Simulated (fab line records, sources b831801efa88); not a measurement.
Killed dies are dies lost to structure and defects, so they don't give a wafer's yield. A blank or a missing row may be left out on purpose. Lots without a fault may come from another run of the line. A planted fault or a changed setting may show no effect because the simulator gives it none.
Which tool did it? | flow sky130 | 11 lots, 33 wafers sampled, at 6 steps of a route of 708

WHAT THE GAUGES READ, wafer by wafer
SKY_FIELD_ISO_THK_MEAS_25. Usual: FIELD_ISO_CVD_24_THK 592 nm, standard deviation 6.5.
lot  | measured    | on            | FIELD_ISO_CVD_24_THK (nm) | flag
L676 | day 2 07:12 | film_metro-02 | 596 587 589               |
L678 | day 2 19:28 | film_metro-02 | 585 580 597               |
L679 | day 2 22:47 | film_metro-02 | 608 603 600               |
L680 | day 3 04:56 | film_metro-02 | 601 595 596               |
L682 | day 3 15:34 | film_metro-02 | 605 599 598               |
L683 | day 3 20:36 | film_metro-01 | 586 580 596               |
L686 | day 4 13:29 | film_metro-03 | 593 590 596               |
L693 | day 6 04:11 | film_metro-02 | 594 594 588               |
L695 | day 6 12:09 | film_metro-03 | 589 583 584               |
L696 | day 6 15:16 | film_metro-01 | 598 594 594               |
L697 | day 6 19:33 | film_metro-01 | 593 590 587               |

SKY_SD_P_TW_MEAS_11. Usual: SD_P_TW 2815, standard deviation 24.
lot  | measured     | on            | SD_P_TW        | flag
L676 | day 25 06:07 | film_metro-04 | 2813 2804 2797 |
L678 | day 26 02:52 | film_metro-04 | 2806 2813 2808 |
L679 | day 26 10:35 | film_metro-03 | 2834 2833 2844 |
L680 | day 27 00:58 | film_metro-03 | 2842 2849 2839 |
L682 | day 27 11:49 | film_metro-03 | 2835 2873 2842 |
L683 | day 28 08:00 | film_metro-03 | 3163 3154 3156 | OFF
L686 | day 29 09:16 | film_metro-04 | 2794 2798 2798 |
L693 | day 31 17:46 | film_metro-04 | 3105 3103 3091 | OFF
L695 | day 32 00:01 | film_metro-03 | 2822 2816 2818 |
L696 | day 32 07:48 | film_metro-04 | 2815 2787 2786 |
L697 | day 32 09:22 | film_metro-03 | 2806 2809 2812 |

SKY_SD_N_RS_MEAS_17: measures by four-point-probe. Usual: SD_P_RS 147.0 ohm/sq, standard deviation 0.36.
lot  | measured     | on            | SD_P_RS (ohm/sq)  | flag
L676 | day 27 17:17 | film_metro-02 | 147.2 147.1 146.8 |
L678 | day 28 13:05 | film_metro-02 | 146.6 146.8 146.5 |
L679 | day 28 21:16 | film_metro-02 | 146.1 146.3 146.5 |
L680 | day 29 10:43 | film_metro-03 | 147.2 147.6 147.6 |
L682 | day 29 22:05 | film_metro-03 | 146.9 146.7 146.9 |
L683 | day 30 16:14 | film_metro-03 | 137.8 137.8 138.2 | OFF
L686 | day 31 17:44 | film_metro-03 | 147.3 147.1 147.2 |
L693 | day 33 23:00 | film_metro-04 | 137.8 137.7 138.0 | OFF
L695 | day 34 08:25 | film_metro-03 | 146.9 147.1 146.7 |
L696 | day 34 13:13 | film_metro-03 | 147.2 147.4 147.1 |
L697 | day 34 13:36 | film_metro-02 | 146.3 146.5 146.4 |

SKY_CONTACT_BOW_MEAS_05. Usual: CONTACT_BOW 81 um, standard deviation 6.1.
lot  | measured     | on            | CONTACT_BOW (um) | flag
L676 | day 30 05:26 | film_metro-03 | 84 86 86         |
L678 | day 31 00:59 | film_metro-01 | 81 77 76         |
L679 | day 31 08:28 | film_metro-01 | 88 98 80         |
L680 | day 31 21:24 | film_metro-03 | 83 78 90         |
L682 | day 32 12:06 | film_metro-02 | 83 87 77         |
L683 | day 33 01:54 | film_metro-01 | 83 75 83         |
L686 | day 34 01:01 | film_metro-02 | 78 79 77         |
L693 | day 36 07:10 | film_metro-01 | 88 74 88         |
L695 | day 36 16:40 | film_metro-03 | 86 80 78         |
L696 | day 36 20:50 | film_metro-01 | 83 76 85         |
L697 | day 36 21:29 | film_metro-02 | 86 93 79         |

WHICH TOOL RAN EACH LOT (tool, then ch and the chambers of the sampled wafers, then the start)
lot  | SKY_SD_P_IMPLANT_09             | SKY_SD_P_STRIP_10
L676 | implanter-02 ch 0, day 25 05:54 | plasma_asher-02 ch 0,1, day 25 06:02
L678 | implanter-01 ch 0, day 26 02:39 | plasma_asher-02 ch 0,1, day 26 02:47
L679 | implanter-01 ch 0, day 26 10:20 | plasma_asher-02 ch 0,1, day 26 10:29
L680 | implanter-01 ch 0, day 27 00:43 | plasma_asher-03 ch 0,1, day 27 00:52
L682 | implanter-01 ch 0, day 27 11:34 | plasma_asher-01 ch 0,1, day 27 11:42
L683 | implanter-02 ch 0, day 28 07:24 | plasma_asher-01 ch 0,1, day 28 07:50
L686 | implanter-02 ch 0, day 29 09:02 | plasma_asher-02 ch 0,1, day 29 09:10
L693 | implanter-02 ch 0, day 31 17:13 | plasma_asher-02 ch 0,1, day 31 17:40
L695 | implanter-01 ch 0, day 31 23:46 | plasma_asher-03 ch 0,1, day 31 23:55
L696 | implanter-02 ch 0, day 32 07:33 | plasma_asher-01 ch 0,1, day 32 07:42
L697 | implanter-01 ch 0, day 32 09:07 | plasma_asher-02 ch 1, day 32 09:16
- SKY_SD_P_IMPLANT_09
- SKY_SD_P_STRIP_10: strips in O2/N2.

WHAT THE TOOLS THEMSELVES READ (means of the sampled wafers that have a number; where no wafer has one, the mark that the record gives instead)
SKY_SD_P_IMPLANT_09. Usual: beam_on_s 13.8 s, standard deviation 0.62.
lot  | tool         | beam_on_s (s) | flag
L676 | implanter-02 | 13.5          |
L678 | implanter-01 | 14.8          |
L679 | implanter-01 | 14.5          |
L680 | implanter-01 | 14.5          |
L682 | implanter-01 | 14.3          |
L683 | implanter-02 | 13.4          |
L686 | implanter-02 | 13.4          |
L693 | implanter-02 | 13.3          |
L695 | implanter-01 | 14.1          |
L696 | implanter-02 | 13.2          |
L697 | implanter-01 | 14.3          |

SKY_SD_P_STRIP_10. Usual: drypump_motor_current_A 5.9 A, standard deviation 0.47; oes_product_au 0.618 a.u., standard deviation 0.0045; strip_time_to_endpoint_s 17.49 s, standard deviation 0.045.
lot  | tool            | drypump_motor_current_A (A) | oes_product_au (a.u.) | strip_time_to_endpoint_s (s) | flag
L676 | plasma_asher-02 | 5.9                         | 0.619                 | 17.46                        |
L678 | plasma_asher-02 | 5.9                         | 0.618                 | 17.49                        |
L679 | plasma_asher-02 | 5.7                         | 0.615                 | 17.44                        |
L680 | plasma_asher-03 | 5.9                         | 0.618                 | 17.46                        |
L682 | plasma_asher-01 | 6.4                         | 0.620                 | 17.44                        |
L683 | plasma_asher-01 | 6.1                         | 0.594                 | 18.95                        | OFF
L686 | plasma_asher-02 | 5.9                         | 0.614                 | 17.47                        |
L693 | plasma_asher-02 | 5.9                         | 0.592                 | 18.89                        | OFF
L695 | plasma_asher-03 | 5.7                         | 0.622                 | 17.51                        |
L696 | plasma_asher-01 | 6.1                         | 0.625                 | 17.47                        |
L697 | plasma_asher-02 | 6.2                         | 0.619                 | 17.50                        |

THE ANSWER, worked out from the rows above alone
Rule: a lot is off if the mean of its wafers that have a number lies more than 3 standard deviations from the usual mean. A lot without any number at a reading at which 4 lots or more have one is off too. The other lots that the step has rows for count as sound. The gauges are gone through in route order, then the tools' own readings, and for those a lot's mean is taken as printed above. The first step at which some lot is off is used, and at that step the reading that is off furthest; a lot without a number counts as furthest.
Off: L683, L693, at SKY_SD_P_TW_MEAS_11 (SD_P_TW).
A tool fits if, at a process step before that reading, it ran every lot that is off, and no sound lot after the first of them. The gauges at SKY_SD_P_TW_MEAS_11 aren't tried: what is off there is off at SKY_SD_P_STRIP_10 too, on other tools, and a gauge's error can't cause that. None of those tried fits.

WHAT THE SIMULATOR HAD PUT IN
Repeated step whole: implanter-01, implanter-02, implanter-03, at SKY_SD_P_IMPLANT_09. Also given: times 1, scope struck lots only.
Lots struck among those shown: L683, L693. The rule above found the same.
